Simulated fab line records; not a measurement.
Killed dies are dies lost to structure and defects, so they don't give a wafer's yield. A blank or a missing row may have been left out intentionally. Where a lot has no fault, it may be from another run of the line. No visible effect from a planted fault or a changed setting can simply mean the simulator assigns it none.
Which tool was responsible? ; flow gf180mcu ; 13 lots, 39 wafers sampled, at 4 steps of a route of 602

## WHAT THE GAUGES SHOWED, per wafer
GF_V1_CD_MEAS_14: the cd target is 260 nm.
lot;measured;on;cd_nm (nm)
L637;day 18 00:18;cd_sem-02;258.0 258.4 258.1
L638;day 18 07:55;cd_sem-01;260.6 258.8 259.1
L639;day 18 14:57;cd_sem-02;259.6 259.6 259.4
L640;day 19 05:43;cd_sem-01;260.3 259.3 260.7
L641;day 19 12:57;cd_sem-02;260.8 260.5 260.6
L642;day 19 19:20;cd_sem-02;260.1 259.8 261.3
L643;day 20 09:22;cd_sem-02;259.7 260.3 260.2
L644;day 20 17:55;cd_sem-02;261.3 259.8 260.0
L653;day 24 00:28;cd_sem-02;258.7 258.2 259.0
L654;day 24 06:51;cd_sem-01;260.4 260.3 261.4
L656;day 24 22:31;cd_sem-01;258.7 259.0 259.4
L659;day 25 20:45;cd_sem-01;258.5 258.7 259.5
L660;day 26 00:58;cd_sem-01;258.1 258.3 258.0

GF_M2_THK_MEAS_06: measures by xrf.
lot;measured;on;M2_ALCU_THK (nm)
L637;day 18 02:10;film_metro-02;450 454 450
L638;day 18 09:46;film_metro-01;446 452 450
L639;day 18 16:48;film_metro-04;443 441 445
L640;day 19 07:34;film_metro-01;446 446 448
L641;day 19 14:51;film_metro-04;455 454 452
L642;day 19 21:10;film_metro-04;451 450 450
L643;day 20 11:11;film_metro-01;438 439 441
L644;day 20 19:46;film_metro-04;447 449 445
L653;day 24 02:19;film_metro-01;452 449 454
L654;day 24 09:03;film_metro-01;463 463 464
L656;day 25 00:56;film_metro-02;446 445 444
L659;day 25 22:51;film_metro-02;451 448 453
L660;day 26 02:50;film_metro-04;444 443 441

## WHAT TOOL EACH LOT RAN ON (gives the tool, then ch and the chambers of the sampled wafers, and finally the start)
lot;GF_CONTACT_CMP_04;GF_V1_STRIP_18
L637;cmp-01 ch 0,1,2, day 15 02:30;plasma_asher-01 ch 0,1, day 18 00:35
L638;cmp-02 ch 0,1,2, day 15 08:13;plasma_asher-01 ch 0,1, day 18 08:11
L639;cmp-02 ch 0,1,3, day 15 15:21;plasma_asher-04 ch 0,1, day 18 15:14
L640;cmp-02 ch 0,3, day 16 03:46;plasma_asher-03 ch 0,1, day 19 05:59
L641;cmp-01 ch 0,3, day 16 12:26;plasma_asher-04 ch 0,1, day 19 13:14
L642;cmp-02 ch 1,2,3, day 16 17:55;plasma_asher-03 ch 0,1, day 19 19:37
L643;cmp-01 ch 0,1, day 17 06:11;plasma_asher-01 ch 0,1, day 20 09:37
L644;cmp-01 ch 0,1,3, day 17 14:44;plasma_asher-04 ch 0,1, day 20 18:11
L653;cmp-02 ch 0,3, day 20 22:55;plasma_asher-04 ch 0,1, day 24 00:44
L654;cmp-01 ch 1,3, day 21 05:52;plasma_asher-03 ch 0,1, day 24 07:08
L656;cmp-01 ch 0,3, day 21 22:18;plasma_asher-01 ch 0,1, day 24 22:47
L659;cmp-01 ch 0,1,2, day 22 20:53;plasma_asher-03 ch 0,1, day 25 21:02
L660;cmp-01 ch 1,2, day 23 03:49;plasma_asher-04 ch 0,1, day 26 01:13
- GF_CONTACT_CMP_04: polishes SiO2.
- GF_V1_STRIP_18: strips in O2/N2.

## AS READ BY THE TOOLS THEMSELVES (means over the sampled wafers that have a number; for cases with no such wafer, the mark the record gives instead)
GF_CONTACT_CMP_04.
lot;tool;motor_current_A (A);time_to_endpoint_s (s)
L637;cmp-01;11.9;110
L638;cmp-02;11.9;115
L639;cmp-02;11.0;108
L640;cmp-02;11.5;107
L641;cmp-01;11.6;109
L642;cmp-02;12.2;104
L643;cmp-01;12.0;115
L644;cmp-01;11.0;115
L653;cmp-02;11.5;96
L654;cmp-01;10.7;113
L656;cmp-01;11.1;114
L659;cmp-01;12.0;108
L660;cmp-01;11.6;113

GF_V1_STRIP_18.
lot;tool;drypump_motor_current_A (A);heater_power_w (W);oes_product_au (a.u.)
L637;plasma_asher-01;5.7;331;0.591
L638;plasma_asher-01;5.8;330;0.596
L639;plasma_asher-04;5.5;310;0.592
L640;plasma_asher-03;6.1;330;0.593
L641;plasma_asher-04;5.5;334;0.589
L642;plasma_asher-03;6.3;325;0.592
L643;plasma_asher-01;6.0;347;0.597
L644;plasma_asher-04;5.5;342;0.592
L653;plasma_asher-04;5.5;337;0.589
L654;plasma_asher-03;6.3;322;0.592
L656;plasma_asher-01;5.7;334;0.589
L659;plasma_asher-03;6.3;326;0.597
L660;plasma_asher-04;5.5;312;0.587

## THE ANSWER, worked out from the rows above alone
Rule: usual is defined by the lots themselves. Put in order of their means at a reading, lots are off if they are a third of the lots or fewer, leave a main group of 4 or more, and stand apart from it by a gap of 3 or more times the standard deviation of the main group's means; of several such gaps the widest counts. A main group is skipped when, at the precision printed for the reading in the tables above, its means are all equal. Also off: a lot with no number at a reading for which 4 or more lots have one. Any other lot the step has rows for is counted as sound. After the gauges, taken in route order, come the tools' own readings; for these a lot's mean is taken, as printed above. At the first step where some lot is off, the reading lying furthest off is the one used; lots without a number count as furthest.
None of the lots is off at any reading shown; this tells nothing.

## WHAT WAS PUT IN BY THE SIMULATOR
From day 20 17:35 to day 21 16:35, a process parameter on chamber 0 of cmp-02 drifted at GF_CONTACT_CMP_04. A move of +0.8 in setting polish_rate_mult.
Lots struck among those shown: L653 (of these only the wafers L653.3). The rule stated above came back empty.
